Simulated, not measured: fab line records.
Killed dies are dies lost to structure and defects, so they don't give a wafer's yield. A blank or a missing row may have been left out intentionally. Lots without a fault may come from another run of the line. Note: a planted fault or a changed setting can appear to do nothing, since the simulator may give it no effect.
Check of tool commonality ; flow gf180mcu ; 15 lots and 45 wafers in the sample

== REASON IT WAS OPENED ==
At GF_MVSD_TW_MEAS_11 the reading MVSD_TW is flagged on 3 of 15 lots. Fault-free wafers read 1577, with a standard deviation of 9.5.
Rule: a lot is flagged when every wafer of it that has a number lies more than 4 standard deviations from that mean, or none has a number. All remaining lots are regarded as sound.

lot;measured;on;MVSD_TW, wafer by wafer;flag
L412;day 4 09:32;film_metro-04;1579 1580 1590;
L413;day 4 16:34;film_metro-03;1561 1561 1558;
L415;day 5 04:37;film_metro-03;1575 1567 1564;
L416;day 5 09:46;film_metro-04;1583 1581 1585;
L417;day 5 16:17;film_metro-03;1565 1568 1565;
L418;day 5 22:14;film_metro-03;1554 1563 1559;
L419;day 6 04:09;film_metro-01;1573 1565 1569;
L420;day 6 07:47;film_metro-03;1582 1581 1582;
L421;day 6 17:10;film_metro-03;1578 1586 1585;
L424;day 7 08:31;film_metro-01;1579 1584 1593;
L429;day 8 15:55;film_metro-01;1582 1586 1584;
L430;day 8 20:22;film_metro-01;1520 1524 1518;FLAGGED
L431;day 9 00:33;film_metro-03;1506 1515 1515;FLAGGED
L432;day 9 08:10;film_metro-03;1508 1515 1514;FLAGGED
L435;day 10 01:17;film_metro-03;1557 1569 1559;
The numbers of the flagged lots are 1515 on average: -62 against the usual, or -7 standard deviations.

== EACH LOT AND THE TOOL IT RAN ON ==
The record keeps 1 process step preceding the reading, out of 602 steps on the route. Read each cell as the tool, then ch plus the chambers that the sampled wafers visited, then the start.
lot;flag;GF_MVSD_IMPLANT_09
L412;;implanter-04 ch 0, day 4 09:17
L413;;implanter-02 ch 0, day 4 16:19
L415;;implanter-02 ch 0, day 5 04:22
L416;;implanter-02 ch 0, day 5 09:31
L417;;implanter-04 ch 0, day 5 16:04
L418;;implanter-02 ch 0, day 5 22:00
L419;;implanter-04 ch 0, day 6 03:56
L420;;implanter-04 ch 0, day 6 07:32
L421;;implanter-01 ch 0, day 6 16:54
L424;;implanter-01 ch 0, day 7 08:16
L429;;implanter-02 ch 0, day 8 15:40
L430;FLAGGED;implanter-04, day 8 20:07
L431;FLAGGED;implanter-02, day 9 00:21
L432;FLAGGED;implanter-01, day 9 07:55
L435;;implanter-01 ch 0, day 10 01:02
These steps, and what they do:
- GF_MVSD_IMPLANT_09
- GF_MVSD_TW_MEAS_11

== FLAGGED OVER TOTAL, TOOL BY TOOL (the gauges that took the reading come last) ==
step;tool;lots run;flagged;share of the flagged lots;sound lots run after its first flagged lot
GF_MVSD_IMPLANT_09;implanter-01;4;1;some;1 (L435)
GF_MVSD_IMPLANT_09;implanter-02;6;1;some;0
GF_MVSD_IMPLANT_09;implanter-04;5;1;some;0
GF_MVSD_TW_MEAS_11;film_metro-01;4;1;some;0
GF_MVSD_TW_MEAS_11;film_metro-03;9;2;some;1 (L435)
GF_MVSD_TW_MEAS_11;film_metro-04;2;0;none;-

== WHAT IS ALLOWED BY THE TABLE ==
No row of the table ran every flagged lot.

== WHAT THE SIMULATOR HAD INSERTED ==
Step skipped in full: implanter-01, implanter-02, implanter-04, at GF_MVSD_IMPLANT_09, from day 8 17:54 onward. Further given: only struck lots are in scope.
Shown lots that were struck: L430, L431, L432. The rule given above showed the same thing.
